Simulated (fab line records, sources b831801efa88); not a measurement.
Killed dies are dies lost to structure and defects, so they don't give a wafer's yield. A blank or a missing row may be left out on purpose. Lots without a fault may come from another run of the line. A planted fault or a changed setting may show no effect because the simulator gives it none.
One fault seen from 2 desks | flow sky130 | each desk has only its own numbers; what lay behind them comes last

THE METROLOGY DESK
What the gauges read, lot by lot, whatever tool the lot ran on: means of the sampled wafers that have a number. A lot is out of limits, marked OUT, if its mean lies more than 4 standard deviations from the usual mean; the brackets give that distance.
Columns: A = CONTACT_BOW at SKY_CONTACT_BOW_MEAS_05, usual 82 um; B = METAL1_ALCU_RS at SKY_METAL1_RS_MEAS_05, usual 0.1272 ohm/sq
lot  | first seen here | A  | B
L343 | day 29 14:55    | 82 | 0.1280
L344 | day 30 08:23    | 87 | 0.1298
L346 | day 31 00:49    | 88 | 0.1265
L347 | day 31 10:01    | 83 | 0.1277
L350 | day 32 17:10    | 80 | 0.1246
L352 | day 33 23:28    | 87 | 0.1242
L353 | day 34 04:45    | 83 | 0.1271
L358 | day 35 06:10    | 81 | 0.1253
L360 | day 36 02:39    | 83 | 0.1270
L363 | day 36 19:16    | 80 | 0.1286
L364 | day 37 03:57    | 83 | 0.1288
L365 | day 37 11:37    | 84 | 0.1269
L366 | day 37 21:01    | 78 | 0.1281
This desk's finding: nothing out of limits on any of the 13 lots.

THE TOOL OWNER'S DESK: rie_diel-01
The tool's own readings at SKY_CONTACT_ETCH_17 (etches SiO2 in C4F8/O2/Ar, stops on Si3N4, target depth 340 nm): means of the sampled wafers that have a number, for each lot that ran on this tool. A lot is out of limits, marked OUT, if its mean lies more than 4 standard deviations from the usual mean; the brackets give that distance.
Columns: A = bias_w at SKY_CONTACT_ETCH_17, usual 1200 W; B = oes_product_au at SKY_CONTACT_ETCH_17, usual 0.891 a.u.
lot  | first seen here | A              | B
L343 | day 30 18:53    | 1201           | 0.890
L344 | day 31 11:49    | 1204           | 0.888
L352 | day 35 02:58    | 1284 (+26) OUT | 0.892
L353 | day 35 08:26    | 1283 (+26) OUT | 0.889
L358 | day 36 10:41    | 1287 (+27) OUT | 0.890
L365 | day 38 13:46    | 1198           | 0.894
This desk's finding: out of limits on L352, L353, L358; first on L352, day 35 02:58 (bias_w at SKY_CONTACT_ETCH_17). In limits: L343, L344, L365.

PUT TOGETHER
The tool owner's desk could have raised an alarm at day 35 02:58, on L352, L353, L358.
The metrology desk saw nothing out of limits.
The metrology desk has L352, L353, L358 on record, within its limits.
Of the lots named, all ran SKY_CONTACT_ETCH_17 on rie_diel-01.

WHAT THE SIMULATOR HAD PUT IN
Process parameter drift: rie_diel-01, from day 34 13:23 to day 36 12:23, at SKY_CONTACT_ETCH_17. Setting bias_w, moved by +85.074, from 1200. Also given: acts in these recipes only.
Lots struck among those shown: L352, L353, L358.
Hours from the fault's start to each desk's first reading out of limits: the tool owner's desk, 14.
